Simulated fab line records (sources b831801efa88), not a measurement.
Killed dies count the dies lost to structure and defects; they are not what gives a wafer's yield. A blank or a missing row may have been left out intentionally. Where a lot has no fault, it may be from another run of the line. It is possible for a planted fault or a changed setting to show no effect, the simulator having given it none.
The tool behind it: which one? | flow gf180mcu | 39 wafers from 13 lots sampled at 6 of the route's 602 steps

== WHAT EACH GAUGE READ, for each wafer ==
GF_POLY_GATE_CD_MEAS_10 targets a cd of 280 nm.
lot  | measured     | on       | cdNm (nm)
L346 | day 9 05:59  | cdSem-01 | 280.5 280.3 280.5
L347 | day 9 13:07  | cdSem-01 | 281.1 281.2 281.6
L349 | day 10 02:57 | cdSem-02 | 280.0 279.9 280.8
L357 | day 12 08:10 | cdSem-01 | 279.4 280.3 279.9
L358 | day 12 17:13 | cdSem-01 | 279.6 278.6 279.2
L362 | day 13 23:46 | cdSem-02 | 279.8 278.4 278.4
L363 | day 14 08:28 | cdSem-01 | 280.9 281.4 280.8
L364 | day 14 11:59 | cdSem-02 | 278.7 281.9 281.4
L365 | day 14 21:16 | cdSem-01 | 281.0 282.0 281.5
L366 | day 15 02:07 | cdSem-01 | 280.8 281.6 281.4
L367 | day 15 09:54 | cdSem-02 | 279.2 280.8 281.3
L368 | day 15 17:16 | cdSem-01 | 278.3 277.9 278.6
L369 | day 16 00:21 | cdSem-02 | 281.6 280.1 280.5

GF_NSD_CD_MEAS_07 targets a cd of 400 nm.
lot  | measured     | on       | cdNm (nm)
L346 | day 13 11:46 | cdSem-01 | 397.1 396.8 397.5
L347 | day 13 16:49 | cdSem-02 | 397.5 398.1 396.2
L349 | day 14 09:24 | cdSem-02 | 400.1 401.5 400.1
L357 | day 17 01:03 | cdSem-02 | 397.4 398.2 398.1
L358 | day 17 09:52 | cdSem-02 | - - -
L362 | day 19 01:09 | cdSem-01 | 398.4 399.3 398.3
L363 | day 19 09:46 | cdSem-01 | 394.7 395.6 396.5
L364 | day 19 12:52 | cdSem-01 | 399.5 402.6 399.0
L365 | day 19 23:31 | cdSem-02 | 397.2 398.4 398.2
L366 | day 20 04:10 | cdSem-01 | 401.8 403.3 401.5
L367 | day 20 14:40 | cdSem-02 | 401.6 401.0 400.4
L368 | day 20 22:04 | cdSem-01 | 402.2 400.4 403.5
L369 | day 21 05:04 | cdSem-01 | 396.1 394.6 397.9

GF_NSD_TW_MEAS_12.
lot  | measured     | on           | NSD_TW
L346 | day 13 12:19 | filmMetro-02 | 4309 4297 4347
L347 | day 13 17:22 | filmMetro-02 | 4311 4311 4308
L349 | day 14 09:58 | filmMetro-02 | 4313 4325 4304
L357 | day 17 01:37 | filmMetro-01 | 4270 4262 4218
L358 | day 17 10:23 | filmMetro-02 | 30 30 30 30 31 30
L362 | day 19 02:01 | filmMetro-04 | 4250 4232 4244
L363 | day 19 10:19 | filmMetro-01 | 4257 4244 4248
L364 | day 19 13:25 | filmMetro-01 | 4257 4226 4264
L365 | day 20 00:02 | filmMetro-01 | 4283 4289 4268
L366 | day 20 04:43 | filmMetro-01 | 4264 4276 4274
L367 | day 20 15:13 | filmMetro-02 | 4308 4280 4281
L368 | day 20 22:37 | filmMetro-02 | 4302 4323 4321
L369 | day 21 05:35 | filmMetro-01 | 4246 4262 4239

GF_PSD_TW_MEAS_11.
lot  | measured     | on           | PSD_TW
L346 | day 14 09:10 | filmMetro-02 | 3230 3233 3220
L347 | day 14 14:19 | filmMetro-04 | 3188 3175 3174
L349 | day 15 07:16 | filmMetro-01 | 3196 3171 3195
L357 | day 18 00:19 | filmMetro-02 | 3230 3253 3235
L362 | day 20 02:25 | filmMetro-02 | 3221 3208 3227
L363 | day 20 11:19 | filmMetro-01 | 3181 3190 3202
L364 | day 20 13:28 | filmMetro-02 | 3220 3207 3210
L365 | day 21 00:41 | filmMetro-02 | 3232 3220 3233
L366 | day 21 05:43 | filmMetro-04 | 3196 3171 3183
L367 | day 21 15:13 | filmMetro-02 | 3238 3210 3234
L368 | day 21 22:13 | filmMetro-04 | 3186 3177 3168
L369 | day 22 05:23 | filmMetro-02 | 3220 3218 3221

GF_CONTACT_CD_MEAS_14 targets a cd of 220 nm.
lot  | measured     | on       | cdNm (nm)
L346 | day 16 06:26 | cdSem-01 | 219.8 217.7 220.9
L347 | day 16 11:52 | cdSem-01 | 222.0 221.0 222.1
L349 | day 17 05:40 | cdSem-01 | 220.5 219.9 219.4
L357 | day 20 01:48 | cdSem-02 | 220.0 220.2 219.5
L362 | day 22 04:13 | cdSem-02 | 219.3 218.8 218.6
L363 | day 22 12:28 | cdSem-01 | 220.5 219.9 221.7
L364 | day 22 14:44 | cdSem-01 | 220.9 219.0 220.4
L365 | day 23 00:47 | cdSem-02 | 222.5 220.9 223.1
L366 | day 23 07:00 | cdSem-02 | 219.2 217.7 219.4
L367 | day 23 15:20 | cdSem-02 | 221.0 221.3 222.2
L368 | day 23 22:01 | cdSem-01 | 217.2 219.2 217.8
L369 | day 24 04:35 | cdSem-02 | 221.1 219.9 220.8

== WHICH TOOL RAN EACH LOT (tool, then ch and the chambers of the sampled wafers, then the start) ==
lot  | GF_NSD_EXPOSE_04
L346 | ilineStepper-01 ch 0, day 13 01:42
L347 | ilineStepper-01 ch 0, day 13 07:28
L349 | ilineStepper-02 ch 0, day 13 23:17
L357 | ilineStepper-02 ch 0, day 16 13:46
L358 | ilineStepper-02 ch 0, day 16 22:01
L362 | ilineStepper-02 ch 0, day 18 13:05
L363 | ilineStepper-01 ch 0, day 18 21:29
L364 | ilineStepper-01 ch 0, day 19 01:20
L365 | ilineStepper-02 ch 0, day 19 11:20
L366 | ilineStepper-02 ch 0, day 19 15:39
L367 | ilineStepper-02 ch 0, day 20 02:55
L368 | ilineStepper-01 ch 0, day 20 09:50
L369 | ilineStepper-02 ch 0, day 20 16:52
- GF_NSD_EXPOSE_04: exposes mask Nplus, target cd 400 nm.

== WHAT THE TOOLS THEMSELVES READ (means of the sampled wafers that have a number; where no wafer has one, the mark that the record gives instead) ==
The record holds no such reading with a usual standard deviation.

== THE ANSWER, worked out from the rows above alone ==
Rule: usual is defined by the lots themselves. Put in order of their means at a reading, lots are off if they are a third of the lots or fewer, leave a main group of 4 or more, and stand apart from it by a gap of 3 or more times the standard deviation of the main group's means; of several such gaps the widest counts. A main group is skipped when, at the precision printed for the reading in the tables above, its means are all equal. Also off: a lot with no number at a reading for which 4 or more lots have one. Where the step has rows for the other lots, those lots are counted as sound. First the gauges in route order, then the tools' own readings, where a lot's mean is used as printed above. At the first step where some lot is off, the reading lying furthest off is the one used; lots without a number count as furthest.
Off: L358 (GF_NSD_CD_MEAS_07, cdNm). Without a number there: L358. For the main group the mean is 398.9 nm and the standard deviation 2.2.
A tool fits if, at a process step before that reading, it ran every lot that is off, and no sound lot after the first of them. Not tried: the gauges at GF_NSD_CD_MEAS_07; whatever is off there is also off at GF_NSD_TW_MEAS_12, on other tools, and gauge error can't account for it. None of those tried fits.

== WHAT HAD BEEN PUT IN BY THE SIMULATOR ==
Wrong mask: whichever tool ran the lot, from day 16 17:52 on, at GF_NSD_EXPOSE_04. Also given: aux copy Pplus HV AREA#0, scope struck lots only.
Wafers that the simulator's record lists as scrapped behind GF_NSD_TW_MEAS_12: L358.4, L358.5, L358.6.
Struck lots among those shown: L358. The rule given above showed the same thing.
